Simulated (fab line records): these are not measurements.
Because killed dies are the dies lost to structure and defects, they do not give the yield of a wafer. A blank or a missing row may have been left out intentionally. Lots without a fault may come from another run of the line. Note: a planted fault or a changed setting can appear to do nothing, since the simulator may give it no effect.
Problem report in the 8D (eight disciplines) form, filled by code + flow gf180mcu + the parts of the form that need people (team, actions taken, sign-off) are left out

1. THE PROBLEM
tilt deg at GF_VT_IMPLANT_IMPLANT_30 reads a mean of 6.300 degrees on 6 wafers of 2 lots; wafers without a fault read 7.001 degrees with a standard deviation of 0.022. That puts it -32 standard deviations away from the usual mean.
First observed at day 8 23:41: wafer L608.3, on implanter-01. The record has a number at this step for 42 wafers belonging to 14 lots. By rule, "out" or "out of limits" means more than 4 standard deviations away from the usual mean. Any other wafer with a number is counted as sound.

2. WHAT IT IS, WHAT IT ISN'T
| question                    | is                     | is not                                                                                                   |
|-----------------------------|------------------------|----------------------------------------------------------------------------------------------------------|
| which readings at this step | tilt deg               | beam on s                                                                                                |
| which lots                  | L608, L610             | L600, L601, L602, L606, L607, L611, L616, L618, L619, L620, L621, L623                                   |
| which wafers of those lots  | all that have a number | -                                                                                                        |
| read on which tools         | implanter-01           | implanter-03, implanter-04                                                                               |
| when                        | from day 8 23:41       | up to then (15 sound wafers); but 21 sound wafers of L611, L616, L618, L619, L620, L621, L623 came after |

3. THE SUSPECTS, EACH WITH WHAT RULES IT OUT
Counting: a tool at any process step up to the reading remains a suspect when it ran all the lots that are out and ran no sound lot after the first of those.
- implanter-01 at GF_VT_IMPLANT_IMPLANT_30: ruled out as a lasting fault. After its first lot that is out, L608 (day 8 23:41), sound lots L619, L621, L623 ran on it.
Left after counting: nothing in the record.

4. THE CAUSE (what the simulator had put in)
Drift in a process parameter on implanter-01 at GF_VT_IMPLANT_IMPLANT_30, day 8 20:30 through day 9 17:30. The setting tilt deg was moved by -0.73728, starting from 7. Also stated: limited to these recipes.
Counting ruled it out, wrongly.

5. THE EFFECT CHAIN, in route order
One row per reading whose mean, taken over the struck wafers that have a number, lies over 3 standard deviations from the usual. Scope: only readings with a usual standard deviation given in the record; hours: median across lots of the time from each lot's start at the first step in this table that gives one to its start at this step; sigmas: change in usual standard deviations.
| hours | step                     | reading  | usual         | on struck wafers | change | sigmas |
|-------|--------------------------|----------|---------------|------------------|--------|--------|
| 0     | GF_VT_IMPLANT_IMPLANT_30 | tilt deg | 7.001 degrees | 6.300            | -0.701 | -32    |
It contains these process steps:
- GF_VT_IMPLANT_IMPLANT_30
Later steps that measure or inspect, where all struck wafers having a row at the step show a number for every such reading and not one has moved that far: GF_VT_IMPLANT_RS_MEAS_46.

6. HOW IT WOULD HAVE BEEN CAUGHT EARLIER
The fault began at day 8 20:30; the first out-of-limits reading in this record came at day 8 23:41, 3 hours later.
